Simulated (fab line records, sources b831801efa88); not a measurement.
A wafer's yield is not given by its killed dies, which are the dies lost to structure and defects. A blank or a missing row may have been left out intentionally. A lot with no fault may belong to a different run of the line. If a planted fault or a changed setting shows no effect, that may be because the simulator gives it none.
fab line records    flow gf180mcu
[record] lots = 14  wafers = 42  last_day = 34
route steps=602 shown V2@405 M3@424 V4@477 MIM@505
lots that met no fault: taken from a fault-free run of the same line
start_h: the number of hours between the record's first day and the start of the first shown wafer of the lot    wait_h: time in hours since the lot's previous step    " same as the row above    L1.1+2: several wafers, shown together as one row    - no value, or no start given    * or withheld: withheld    < > ~ a bound
route shown NAME@n: a module of which the file shows steps, and the number in the route of the first    usual: average and standard deviation across the fault-free wafers    same: alike in all rows    chamber/n: place in a boat    sites: the reading at each site    _std_site: the standard deviation of these    _edge_site: inner sites' mean taken away from outer sites' mean    radius_mm: for every site, how far away it sits from the centre of the wafer    mask NAME#n: copy n    behind: tool/chamber where the wafer was last shaped    hold: why the lot went on hold/how many hours it stayed there/how the hold came to an end    device: transistor that didn't switch, given as n, p or np    end of line: tests run on the same wafers once the route is complete    a step given without rows: its recipe and nothing more    killed: dies lost to structure and defects at the first sort, not the wafer's yield    map: shows each die of a wafer: x if killed, . if not, _ if none is there
set.NAME: the setting as run; set.NAME@STEP: as run at that earlier step    model.NAME: the simulator's own value behind a step, which no gauge read
a sample of lots followed through the steps of the route, with each step as a table and each wafer as a row
services: a tool's chamber out of use, with start hour (start_h, from the record's first day; less than 0 if before it), hours out, and reason
[[steps]]
[step GF_V2_CVD_23]
[recipe] material = W  target_thk_nm = 350  time_s = 104.94  temp_c = 401.2  pressure_torr = 40
[usual] heater_power_w = 836/120
[same] time_s = 104.94
lot.wafer  tool      chamber  start_h  wait_h  heater_power_w
L344.1     cvd_w-01  1        463.82   0.0     743
L344.2     "         0        "        "       1010
L344.4     "         1        "        "       739
L345.1     cvd_w-02  0        473.23   0.0     784
L345.4     "         1        "        "       811
L345.6     "         1        "        "       801
L346.1     cvd_w-02  0        476.85   0.0     776
L346.2     "         1        "        "       797
L346.4     "         0        "        "       783
L347.1     cvd_w-02  1        483.22   0.0     783
L347.2     "         0        "        "       774
L347.4     "         0        "        "       764
L348.2     cvd_w-01  0        499.21   0.0     999
L348.4     "         1        "        "       718
L348.5     "         0        "        "       1000
L350.4     cvd_w-01  1        515.40   0.1     733
L350.5     "         0        "        "       1017
L350.6     "         1        "        "       733
L351.4     cvd_w-01  1        520.25   0.1     730
L351.5     "         1        "        "       715
L351.6     "         0        "        "       1040
L352.1     cvd_w-02  1        534.43   0.0     773
L352.5     "         0        "        "       757
L352.6     "         1        "        "       796
L353.4     cvd_w-02  0        551.06   0.1     764
L353.5     "         0        "        "       779
L353.6     "         1        "        "       788
L356.1     cvd_w-02  0        567.08   0.0     773
L356.4     "         1        "        "       787
L356.5     "         0        "        "       787
L357.4     cvd_w-02  0        577.55   0.1     763
L357.5     "         1        "        "       810
L357.6     "         0        "        "       784
L358.1     cvd_w-01  1        587.62   0.0     742
L358.3     "         1        "        "       736
L358.4     "         0        "        "       992
L359.1     cvd_w-02  0        596.47   0.0     784
L359.2     "         1        "        "       798
L359.4     "         0        "        "       776
L366.2     cvd_w-01  1        644.97   0.0     738
L366.3     "         0        "        "       1041
L366.4     "         1        "        "       736
[step GF_M3_OVL_MEAS_15]
[usual] M3_OVL = 2/6.1
lot.wafer  tool        chamber  start_h  wait_h  M3_OVL[nm]
L344.1     overlay-01  -        488.26   0.1     10
L344.2     "           -        "        "       4
L344.4     "           -        "        "       3
L345.1     overlay-02  -        497.46   0.1     1
L345.4     "           -        "        "       -7
L345.6     "           -        "        "       -6
L346.1     overlay-02  -        501.22   0.1     3
L346.2     "           -        "        "       -4
L346.4     "           -        "        "       -3
L347.1     overlay-01  -        507.83   0.1     5
L347.2     "           -        "        "       -2
L347.4     "           -        "        "       1
L348.2     overlay-02  -        522.71   0.1     11
L348.4     "           -        "        "       18
L348.5     "           -        "        "       6
L350.4     overlay-02  -        539.87   0.1     7
L350.5     "           -        "        "       0
L350.6     "           -        "        "       10
L351.4     overlay-02  -        543.92   0.1     8
L351.5     "           -        "        "       11
L351.6     "           -        "        "       9
L352.1     overlay-02  -        558.26   0.1     -7
L352.5     "           -        "        "       -1
L352.6     "           -        "        "       -1
L353.4     overlay-02  -        574.24   0.1     -1
L353.5     "           -        "        "       -6
L353.6     "           -        "        "       1
L356.1     overlay-02  -        586.98   0.1     10
L356.4     "           -        "        "       10
L356.5     "           -        "        "       -1
L357.4     overlay-01  -        598.24   0.1     0
L357.5     "           -        "        "       7
L357.6     "           -        "        "       4
L358.1     overlay-01  -        609.32   0.1     -5
L358.3     "           -        "        "       2
L358.4     "           -        "        "       9
L359.1     overlay-02  -        617.66   0.1     0
L359.2     "           -        "        "       11
L359.4     "           -        "        "       9
L366.2     overlay-02  -        665.43   0.1     -8
L366.3     "           -        "        "       7
L366.4     "           -        "        "       0
[step GF_V4_THK_MEAS_01]
[recipe] reads = SiO2_of_V4_CVD_00
[usual] V4_CVD_00_THK = 600/7.2
lot.wafer  tool           chamber  start_h  wait_h  V4_CVD_00_THK[nm]
L344.1     film_metro-03  -        539.16   0.0     608
L344.2     "              -        "        "       604
L344.4     "              -        "        "       607
L345.1     film_metro-01  -        546.40   0.0     594
L345.4     "              -        "        "       594
L345.6     "              -        "        "       601
L346.1     film_metro-03  -        551.59   0.0     602
L346.2     "              -        "        "       605
L346.4     "              -        "        "       589
L347.1     film_metro-03  -        557.87   0.0     602
L347.2     "              -        "        "       596
L347.4     "              -        "        "       595
L348.2     film_metro-04  -        571.14   0.0     604
L348.4     "              -        "        "       607
L348.5     "              -        "        "       606
L350.4     film_metro-01  -        586.93   0.0     608
L350.5     "              -        "        "       607
L350.6     "              -        "        "       617
L351.4     film_metro-04  -        589.36   0.0     616
L351.5     "              -        "        "       610
L351.6     "              -        "        "       608
L352.1     film_metro-04  -        603.77   0.0     589
L352.5     "              -        "        "       592
L352.6     "              -        "        "       595
L353.4     film_metro-04  -        619.09   0.0     593
L353.5     "              -        "        "       593
L353.6     "              -        "        "       591
L356.1     film_metro-01  -        631.62   0.0     590
L356.4     "              -        "        "       593
L356.5     "              -        "        "       588
L357.4     film_metro-04  -        642.35   0.0     605
L357.5     "              -        "        "       605
L357.6     "              -        "        "       600
L358.1     film_metro-04  -        652.83   0.0     596
L358.3     "              -        "        "       596
L358.4     "              -        "        "       604
L359.1     film_metro-04  -        660.04   0.0     600
L359.2     "              -        "        "       605
L359.4     "              -        "        "       602
L366.2     film_metro-03  -        705.85   0.0     606
L366.3     "              -        "        "       612
L366.4     "              -        "        "       602
[step GF_MIM_SPUTTER_02]
[recipe] material = AlCu  target_thk_nm = 450  power_w = 10600  time_s = 23.9  chamber_pressure_pa = 0.4
[usual] cathode_dc_power_W = 10600/2.1  chamber_pressure_pa = 0.4000/0.00072  throttle_valve_pct = 29.7/1.1  time_s = 23.9/0
lot.wafer  tool            chamber  start_h  wait_h  cathode_dc_power_W  chamber_pressure_pa  throttle_valve_pct  time_s
L344.1     pvd_sputter-03  -        563.59   0.0     10602               0.4010               30.0                23.9
L344.2     "               -        "        "       10598               0.3998               29.5                23.9
L344.4     "               -        "        "       10598               0.4013               27.3                23.9
L345.1     pvd_sputter-01  -        570.67   0.0     10599               0.3997               31.0                23.9
L345.4     "               -        "        "       10603               0.3994               28.8                23.9
L345.6     "               -        "        "       10600               0.3991               31.0                23.9
L346.1     pvd_sputter-03  -        575.44   0.0     10600               0.4003               29.2                23.9
L346.2     "               -        "        "       10599               0.4008               27.8                23.9
L346.4     "               -        "        "       10598               0.3997               29.3                23.9
L347.1     pvd_sputter-03  -        580.85   0.0     10601               0.4009               29.4                23.9
L347.2     "               -        "        "       10600               0.3987               27.4                23.9
L347.4     "               -        "        "       10599               0.4012               29.3                23.9
L348.2     pvd_sputter-03  -        590.55   0.0     10601               0.4006               30.1                23.9
L348.4     "               -        "        "       10601               0.3995               29.1                23.9
L348.5     "               -        "        "       10600               0.4006               30.5                23.9
L350.4     pvd_sputter-03  -        609.62   0.0     10602               0.4005               29.3                23.9
L350.5     "               -        "        "       10605               0.4006               29.3                23.9
L350.6     "               -        "        "       10601               0.3999               30.1                23.9
L351.4     pvd_sputter-03  -        616.70   0.0     10598               0.4006               29.4                23.9
L351.5     "               -        "        "       10603               0.4007               29.5                23.9
L351.6     "               -        "        "       10601               0.3995               27.6                23.9
L352.1     pvd_sputter-03  -        625.54   0.0     10601               0.4002               29.5                23.9
L352.5     "               -        "        "       10601               0.3995               29.3                23.9
L352.6     "               -        "        "       10599               0.4001               29.3                23.9
L353.4     pvd_sputter-01  -        641.62   0.0     10601               0.3986               30.8                23.9
L353.5     "               -        "        "       10599               0.4009               31.5                23.9
L353.6     "               -        "        "       10598               0.3996               29.9                23.9
L356.1     pvd_sputter-01  -        653.96   0.0     10602               0.3995               29.0                23.9
L356.4     "               -        "        "       10595               0.3998               30.2                23.9
L356.5     "               -        "        "       10598               0.3987               29.0                23.9
L357.4     pvd_sputter-01  -        663.60   0.0     10600               0.3988               30.8                23.9
L357.5     "               -        "        "       10599               0.4000               31.3                23.9
L357.6     "               -        "        "       10596               0.3988               29.1                23.9
L358.1     pvd_sputter-01  -        674.33   0.0     -                   -                    -                   -
L358.3     "               -        "        "       -                   -                    -                   -
L358.4     "               -        "        "       -                   -                    -                   -
L359.1     pvd_sputter-03  -        680.94   0.0     -                   -                    -                   -
L359.2     "               -        "        "       -                   -                    -                   -
L359.4     "               -        "        "       -                   -                    -                   -
L366.2     pvd_sputter-03  -        725.52   0.0     10600               0.4002               29.5                23.9
L366.3     "               -        "        "       10601               0.4003               29.4                23.9
L366.4     "               -        "        "       10596               0.3990               30.4                23.9
[[services]]
tool            chamber  start_h  hours  kind
cvd_w-01        -        457.35   6.0    pm
cvd_w-02        -        496.58   6.0    pm
cvd_w-02        -        571.66   2.8    pm
pvd_sputter-01  -        571.73   1.6    repair
cvd_w-02        0        724.04   24.1   repair
[[key]]
[first_sign] step = GF_MIM_SPUTTER_02  reading = tool_record  direction = missing
effect none on later readings
met_at GF_MIM_SPUTTER_02
struck_lots L358,L359
later_rows_left_out L358.1,L358.3,L358.4,L359.1,L359.2,L359.4
sort_left_out L358.1,L358.3,L358.4,L359.1,L359.2,L359.4
not_acting_at GF_V2_CVD_23,GF_M3_OVL_MEAS_15,GF_V4_THK_MEAS_01
onset_between 663.60 674.33
[fault] kind = skipped_step_whole  tool = pvd_sputter-01,pvd_sputter-03  chamber = -  onset_h = 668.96  steps = GF_MIM_SPUTTER_02  scope = struck_lots_only
// sort_left_out: the simulated sort isn't trusted on such a fault, so these wafers' sort isn't shown, and their yield isn't known
// later_rows_left_out: the simulator's readings of these wafers behind a module that went badly wrong aren't trusted and aren't shown, but for the sort
